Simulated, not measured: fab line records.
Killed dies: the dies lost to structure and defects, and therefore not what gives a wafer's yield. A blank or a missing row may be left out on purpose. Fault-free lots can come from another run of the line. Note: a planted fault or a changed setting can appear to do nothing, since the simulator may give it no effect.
Which tool did it? | flow gf180mcu | 12 lots with 36 wafers sampled at 4 steps, on a route of 602 steps

== WHAT EACH GAUGE READ, for each wafer ==
GF_M3_CD_MEAS_14: target cd 280 nm.
lot  | measured     | on       | cdNm (nm)
L075 | day 21 18:22 | cdSem-01 | 279.9 279.1 279.9
L077 | day 22 07:23 | cdSem-02 | 279.1 279.2 279.8
L079 | day 22 23:47 | cdSem-02 | 280.2 278.7 280.0
L081 | day 23 21:46 | cdSem-01 | 278.1 277.8 277.4
L083 | day 24 09:51 | cdSem-01 | 280.1 279.8 278.5
L085 | day 25 03:36 | cdSem-01 | 280.6 280.1 280.8
L087 | day 26 07:29 | cdSem-01 | 280.7 280.9 281.3
L089 | day 26 15:26 | cdSem-02 | 280.4 282.0 281.6
L091 | day 27 07:11 | cdSem-02 | 282.1 280.5 281.2
L093 | day 27 21:12 | cdSem-02 | 279.8 280.0 279.8
L095 | day 28 10:23 | cdSem-02 | 281.5 280.0 279.1
L097 | day 28 23:00 | cdSem-02 | 280.6 280.6 280.8

== WHAT TOOL EACH LOT RAN ON (gives the tool, then ch and the chambers of the sampled wafers, and finally the start) ==
lot  | GF_V1_ETCH_17                                | GF_V2_CMP_04                  | GF_V2_ETCH_16
L075 | rieDiel-03 ch 0,3, day 19 16:26 or earlier   | cmp-01 ch 0,1, day 19 16:26   | rieDiel-01 ch 1,2,3, day 20 16:21
L077 | rieDiel-02 ch 0,1,2, day 20 05:15 or earlier | cmp-01 ch 0,1,3, day 20 05:15 | rieDiel-01 ch 1,2,3, day 21 06:35
L079 | rieDiel-01 ch 0,3, day 20 23:21 or earlier   | cmp-02 ch 1,2,3, day 20 23:21 | rieDiel-01 ch 0,1,2, day 21 23:12
L081 | rieDiel-01 ch 1,3, day 21 21:41 or earlier   | cmp-01 ch 0,1,3, day 21 21:41 | rieDiel-01 ch 0,1, day 22 21:18
L083 | rieDiel-03 ch 0,1,3, day 22 11:04 or earlier | cmp-02 ch 0,1,3, day 22 11:04 | rieDiel-04 ch 1,2,3, day 23 10:33
L085 | rieDiel-02 ch 1,2,3, day 23 04:38 or earlier | cmp-01 ch 0,1,3, day 23 04:38 | rieDiel-01 ch 1, day 24 03:45
L087 | rieDiel-01 ch 0,2,3, day 24 10:36 or earlier | cmp-01 ch 1,2, day 24 10:36   | rieDiel-03 ch 0,3, day 25 08:38
L089 | rieDiel-03 ch 0,1, day 24 18:59 or earlier   | cmp-01 ch 0,1,3, day 24 18:59 | rieDiel-03 ch 1,2,3, day 25 16:54
L091 | rieDiel-01 ch 0,1, day 25 12:20 or earlier   | cmp-01 ch 0,2,3, day 25 12:20 | rieDiel-03 ch 2,3, day 26 09:33
L093 | rieDiel-01 ch 2,3, day 26 02:08 or earlier   | cmp-02 ch 0,1,3, day 26 02:08 | rieDiel-01 ch 0,1,2, day 26 23:32
L095 | rieDiel-02 ch 1,2,3, day 26 16:26 or earlier | cmp-01 ch 2,3, day 26 16:26   | rieDiel-03 ch 1,2,3, day 27 13:06
L097 | rieDiel-03 ch 0,3, day 27 06:01 or earlier   | cmp-01 ch 0,1,2, day 27 06:01 | rieDiel-01 ch 1,3, day 28 02:20
- GF_V1_ETCH_17: etches SiO2 in C4F8/O2/Ar, stops on TiN, target depth 630 nm.
- GF_V2_CMP_04: polishes SiO2.
- GF_V2_ETCH_16: etches BARC in N2/H2.

== THE ANSWER, worked out from the rows above alone ==
Rule: the usual values come from the lots themselves. Put in order of their means at a reading, lots are off if they are a third of the lots or fewer, leave a main group of 4 or more, and stand apart from it by a gap of 3 or more times the standard deviation of the main group's means; of several such gaps the widest counts. The tables above print the reading to a certain number of digits; a main group whose means all agree to those digits is not used. A lot without any number at a reading at which 4 lots or more have one is off too. The other lots that the step has rows for count as sound.
No lot is off at any reading shown: from this, nothing can be told.

== WHAT THE SIMULATOR HAD PUT IN ==
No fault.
